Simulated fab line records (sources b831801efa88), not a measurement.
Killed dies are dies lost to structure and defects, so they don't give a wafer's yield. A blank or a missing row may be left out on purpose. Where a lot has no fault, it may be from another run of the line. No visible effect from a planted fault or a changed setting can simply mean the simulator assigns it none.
One fault through the eyes of 2 desks ; flow gf180mcu ; each desk has only its own numbers; what lay behind them comes last

## THE METROLOGY DESK
What the gauges read for every lot (on any tool): the sampled wafers with a number, averaged. If a lot's mean is further than 4 standard deviations from the usual mean, the lot is out of limits and carries the mark OUT (the distance appears in the brackets).
Columns: A = LVPWELL_TW at GF_LVPWELL_TW_MEAS_11, usual 556; B = LVPWELL_RS at GF_VT_IMPLANT_RS_MEAS_48, usual 1197.1 ohm/sq; C = SAB_CVD_00_THK at GF_SAB_THK_MEAS_01, usual 50.0 nm; D = V1_CVD_00_THK at GF_V1_THK_MEAS_01, usual 601 nm
lot;first seen here;A;B;C;D
L122;day 3 22:19;562;1199.6;50.4;607
L124;day 4 06:14;561;1198.9;50.0;595
L126;day 4 18:57;556;1197.7;49.9;604
L128;day 5 05:58;553;1195.1;49.2;602
L129;day 5 12:38;551;1197.6;50.2;599
L130;day 5 17:31;553;1194.8;50.4;601
L132;day 6 05:56;556;1198.2;50.3;603
L133;day 6 11:35;557;1196.0;49.7;598
L139;day 7 20:41;538 (-4.5) OUT;1248.9 (+21) OUT;49.8;603
L140;day 8 01:56;541;1254.1 (+23) OUT;48.9;597
L143;day 8 17:57;554;1199.4;50.2;597
L144;day 8 23:38;554;1194.5;50.1;598
This desk reports L139, L140 out of limits; the earliest was L139 at day 7 20:41 (LVPWELL_TW at GF_LVPWELL_TW_MEAS_11). L122, L124, L126, L128, L129, L130, L132, L133, L143, L144: within limits.

## DESK OF THE TOOL OWNER: implanter-02
The tool's own readings at GF_LVPWELL_IMPLANT_08: means of the sampled wafers that have a number, for each lot that ran on this tool. If a lot's mean is further than 4 standard deviations from the usual mean, the lot is out of limits and carries the mark OUT (the distance appears in the brackets).
Columns: A = dose_ions_cm2 at GF_LVPWELL_IMPLANT_08, usual 1.5e+13; B = faraday_current_uA at GF_LVPWELL_IMPLANT_08, usual 84.4; C = tilt_deg at GF_LVPWELL_IMPLANT_08, usual -0.003 degrees
lot;first seen here;A;B;C
L124;day 4 05:50;1.5e+13;84.1;0.014
L129;day 5 12:14;1.5e+13;84.7;-0.008
L130;day 5 17:08;1.5e+13;85.4;0.000
L132;day 6 05:32;1.5e+13;84.1;-0.001
L133;day 6 11:11;1.5e+13;83.5;0.001
L139;day 7 20:17;1.4e+13 (-74) OUT;78.0;-0.018
L140;day 8 01:32;1.4e+13 (-73) OUT;77.3 (-4.2) OUT;-0.003
This desk's finding: out of limits on L139, L140; first on L139, day 7 20:17 (dose_ions_cm2 at GF_LVPWELL_IMPLANT_08). L124, L129, L130, L132, L133: within limits.

## TAKEN TOGETHER
The tool owner's desk could have raised an alarm at day 7 20:17, on L139, L140.
On L139, L140, the metrology desk was in a position to raise an alarm at day 7 20:41.
On implanter-02, each named lot ran GF_LVPWELL_IMPLANT_08.

## WHAT THE SIMULATOR HAD INSERTED
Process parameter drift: implanter-02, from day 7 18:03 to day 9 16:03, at GF_LVPWELL_IMPLANT_08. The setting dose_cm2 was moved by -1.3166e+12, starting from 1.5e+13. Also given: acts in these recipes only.
Shown lots that were struck: L139, L140.
Fault start to first reading out of limits, in hours, per desk: tool owner, 2; metrology, 3.
